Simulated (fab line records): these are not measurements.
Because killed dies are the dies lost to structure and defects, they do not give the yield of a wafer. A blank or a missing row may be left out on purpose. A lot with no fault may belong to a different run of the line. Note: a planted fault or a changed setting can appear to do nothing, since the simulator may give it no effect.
One fault through the eyes of 2 desks | flow gf180mcu | what lay behind the numbers comes last; until then each desk has only its own

## DESK OF THE TOOL OWNER: rie_si-02
The tool's own readings at GF_STI_ETCH_14 (etches Si in HBr/Cl2/O2, target depth 360 nm, time 102.9 s): means of the sampled wafers that have a number, for each lot that ran on this tool. Marked OUT: a lot whose mean sits more than 4 standard deviations from the usual mean, which makes it out of limits; the brackets give that distance.
Columns: A = bias_w at GF_STI_ETCH_14, usual 150.1 W; B = drypump_motor_current_A at GF_STI_ETCH_14, usual 5.7 A; C = oes_product_au at GF_STI_ETCH_14, usual 1.003 a.u.; D = run_length_s at GF_STI_ETCH_14, usual 131.2 s; E = throttle_valve_pct at GF_STI_ETCH_14, usual 25.653 %
lot  | first seen here | A     | B   | C     | D               | E
L957 | day 2 09:36     | 150.5 | 5.8 | 1.002 | 131.4           | 25.660
L961 | day 3 02:18     | 150.0 | 5.8 | 1.003 | 131.3           | 25.649
L962 | day 3 10:28     | 149.9 | 5.8 | 1.013 | 131.8           | 25.646
L963 | day 3 13:19     | 150.3 | 6.1 | 1.010 | 131.2           | 25.651
L964 | day 3 19:21     | 150.0 | 5.8 | 1.005 | 112.4 (-38) OUT | 25.637
L967 | day 4 14:22     | 149.6 | 6.1 | 1.007 | 122.0 (-18) OUT | 25.652
L968 | day 4 16:39     | 150.0 | 6.0 | 0.998 | 121.7 (-19) OUT | 25.662
L979 | day 6 23:27     | 150.0 | 5.4 | 0.998 | 131.0           | 25.661
This desk's finding: out of limits on L964, L967, L968; first on L964, day 3 19:21 (run_length_s at GF_STI_ETCH_14). Within limits: L957, L961, L962, L963, L979.

## THE METROLOGY DESK
What the gauges read, lot by lot, whatever tool the lot ran on: means of the sampled wafers that have a number. Marked OUT: a lot whose mean sits more than 4 standard deviations from the usual mean, which makes it out of limits; the brackets give that distance.
Columns: A = INCOMING_BOW at GF_STI_BOW_MEAS_00, usual 0 um; B = cd_nm at GF_HV_LDD_CD_MEAS_31, usual 399.7 nm
lot  | first seen here | A  | B
L957 | day 1 15:02     | 7  | 397.1
L958 | day 1 20:00     | -1 | 401.7
L960 | day 2 06:02     | 3  | 400.3
L961 | day 2 11:01     | 0  | 402.2
L962 | day 2 16:01     | -2 | 400.5
L963 | day 2 21:02     | 0  | 397.9
L964 | day 3 02:01     | 5  | 400.8
L965 | day 3 07:00     | -0 | 396.3
L967 | day 3 17:00     | -3 | 402.5
L968 | day 3 22:00     | 1  | 398.4
L973 | day 4 23:00     | -6 | 398.0
L974 | day 5 04:01     | 1  | 398.4
L976 | day 5 14:02     | 6  | 402.5
L978 | day 6 00:01     | -2 | 400.6
L979 | day 6 05:02     | 4  | 398.0
Finding of this desk: none of the 15 lots has anything out of limits.

## PUT TOGETHER
An alarm could have come from the tool owner's desk at day 3 19:21, on L964, L967, L968.
Metrology desk: nothing out of limits seen.
The metrology desk has L964, L967, L968 on record, within its limits.
GF_STI_ETCH_14 was run on rie_si-02 by each of the lots named.

## WHAT HAD BEEN PUT IN BY THE SIMULATOR
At GF_STI_ETCH_14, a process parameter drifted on rie_si-02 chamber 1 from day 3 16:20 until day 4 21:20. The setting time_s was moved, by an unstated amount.
Struck lots among those shown: L964, L967, L968.
How many hours passed from the start of the fault until each desk's first out-of-limits reading: the tool owner's desk, 3.
